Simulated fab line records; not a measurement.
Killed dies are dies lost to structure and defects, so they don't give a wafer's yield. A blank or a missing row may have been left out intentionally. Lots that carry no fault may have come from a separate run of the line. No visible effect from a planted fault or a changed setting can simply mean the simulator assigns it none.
A lot that was struck, set against a sound lot ; flow sfq-line ; 21 out of 325 route steps
Sound: these wafers, L688.1, L688.2, L688.5. Struck: wafer L687.6. (L687.1 of the same lot was not struck and is left out.) The cause comes at the end.
Each step with rows lists, per side, the tool, then ch with its chambers, then its first start. Under that, the readings that differ: sound wafers ; struck wafers ; difference of the means ; sigmas: that difference in standard deviations of wafers without a fault.
alike: readings whose means differ by less than 2 such deviations, and words and numbers that are the same on both sides. not compared: withheld readings, readings that some wafer has no value for, bounds like >300 that may hide the same value, and numbers for which the record gives no deviation and whose values overlap.
A row with sigmas, a row that says differs or no value, or rows on one side alone: a step with any of these is where the two part. Numbers that have no deviation but don't overlap get no sigmas and don't part them. A reading missing from all wafers of one side parts the sides only when that side holds two or more wafers.

first, 6 steps without rows for these wafers: SFQ_TRILAYER_I5_LITHO_COAT_149 (resist thk 62 nm); SFQ_TRILAYER_I5_LITHO_COAT_144 (resist thk 650 nm); SFQ_TRILAYER_I5_LITHO_SOFTBAKE_148; SFQ_TRILAYER_I5_LITHO_EXPOSE_145 (exposes mask I5, target cd 700 nm); SFQ_TRILAYER_I5_LITHO_PEB_147 (peb time 60 s); SFQ_TRILAYER_I5_LITHO_DEVELOP_146 (time 60 s).
SFQ_I5_OVL_MEAS_936:
  sound on overlay-02 at day 67 09:55; struck on overlay-02 at day 67 05:56
  alike: I5_OVL
SFQ_TRILAYER_I5_BARC_OPEN_VIA_ETCH_200: etches BARC in O2, target depth 125 nm, time 41.7 s.
  sound on rie-diel-04 ch 1,2,3, day 67 09:57; struck on rie-diel-01 ch 2, day 67 05:58
reading;sound;struck;difference;sigmas
oes-product-au (a.u.);0.679 0.677 0.682;0.698;+0.019;+4
  alike: drypump-motor-current-A
  not compared: rf-hours-counter-h
SFQ_TRILAYER_I5_ETCH_VIA_ETCH_147: etches the open film in CHF3, stops on Nb, target depth 360 nm.
  sound on rie-diel-04 ch 1,2,3, day 67 09:59; struck on rie-diel-01 ch 2, day 67 06:01
  alike: drypump-motor-current-A, oes-product-au
SFQ_TRILAYER_I5_STRIP_STRIP_148: strips in O2.
  sound on rie-metal-01 ch 0,1, day 67 10:08; struck on rie-metal-02 ch 1, day 67 06:10
reading;sound;struck;difference;sigmas
drypump-motor-current-A (A);5.3 5.6 5.3;6.2;+0.8;+3
  alike: oes-product-au
  not compared: rf-hours-counter-h
then, 2 steps without rows for these wafers: SFQ_TRILAYER_I5_STRIP_SOLV_CLEAN_149 (cleans in NMP, time 600 s); SFQ_TRILAYER_C5_LITHO_COAT_156 (resist thk 62 nm).
SFQ_TRILAYER_C5_LITHO_COAT_151: resist thk 650 nm.
  sound on litho-track-01 ch 0, day 67 11:17; struck on litho-track-02 ch 0, day 67 07:17
reading;sound;struck;difference;sigmas
model.KrF_of_TRILAYER_C5_LITHO_COAT_151.thk-nm (nm);648.4 650.9 651.4;791.6;+141.4;
  alike: spin-speed-rpm
then, 4 steps without rows for these wafers: SFQ_TRILAYER_C5_LITHO_SOFTBAKE_155; SFQ_TRILAYER_C5_LITHO_EXPOSE_152 (exposes mask C5, target cd 500 nm); SFQ_TRILAYER_C5_LITHO_PEB_154 (peb time 60 s); SFQ_TRILAYER_C5_LITHO_DEVELOP_153 (time 60 s).
SFQ_C5_OVL_MEAS_937:
  sound on overlay-01 at day 67 13:14; struck on overlay-01 at day 67 12:02
  alike: C5_OVL
SFQ_TRILAYER_C5_BARC_OPEN_VIA_ETCH_210: etches BARC in O2, target depth 125 nm, time 41.7 s.
  sound on rie-diel-02 ch 0,2, day 67 13:16; struck on rie-diel-01 ch 2, day 67 12:04
reading;sound;struck;difference;sigmas
model.C5.cd-nm (nm);497.8 496.5 498.6;494.9;-2.7;
  alike: drypump-motor-current-A, oes-product-au
  not compared: rf-hours-counter-h
SFQ_TRILAYER_C5_ETCH_VIA_ETCH_154: etches SiO2 in CHF3, stops on Nb, target depth 84 nm.
  sound on rie-diel-02 ch 0,2, day 67 13:19; struck on rie-diel-01 ch 2, day 67 12:07
reading;sound;struck;difference;sigmas
model.KrF_of_TRILAYER_C5_LITHO_COAT_151.thk-nm (nm);561.2 562.6 564.3;702.3;+139.6;
model.C5.cd-nm (nm);497 497 498.2;494.6;-2.8;
  alike: drypump-motor-current-A, oes-product-au
SFQ_TRILAYER_C5_STRIP_STRIP_155: strips in O2.
  sound on rie-metal-03 ch 0,1, day 67 13:21; struck on rie-metal-04 ch 1, day 67 12:09
reading;sound;struck;difference;sigmas
drypump-motor-current-A (A);6.2 6.6 6.6;5.6;-0.9;-2
  alike: oes-product-au
  not compared: rf-hours-counter-h

== WHERE THEY PART ==
At SFQ_TRILAYER_I5_BARC_OPEN_VIA_ETCH_200 first; at SFQ_TRILAYER_C5_STRIP_STRIP_155 last (within this record only).

WHY: the cause the simulator had injected
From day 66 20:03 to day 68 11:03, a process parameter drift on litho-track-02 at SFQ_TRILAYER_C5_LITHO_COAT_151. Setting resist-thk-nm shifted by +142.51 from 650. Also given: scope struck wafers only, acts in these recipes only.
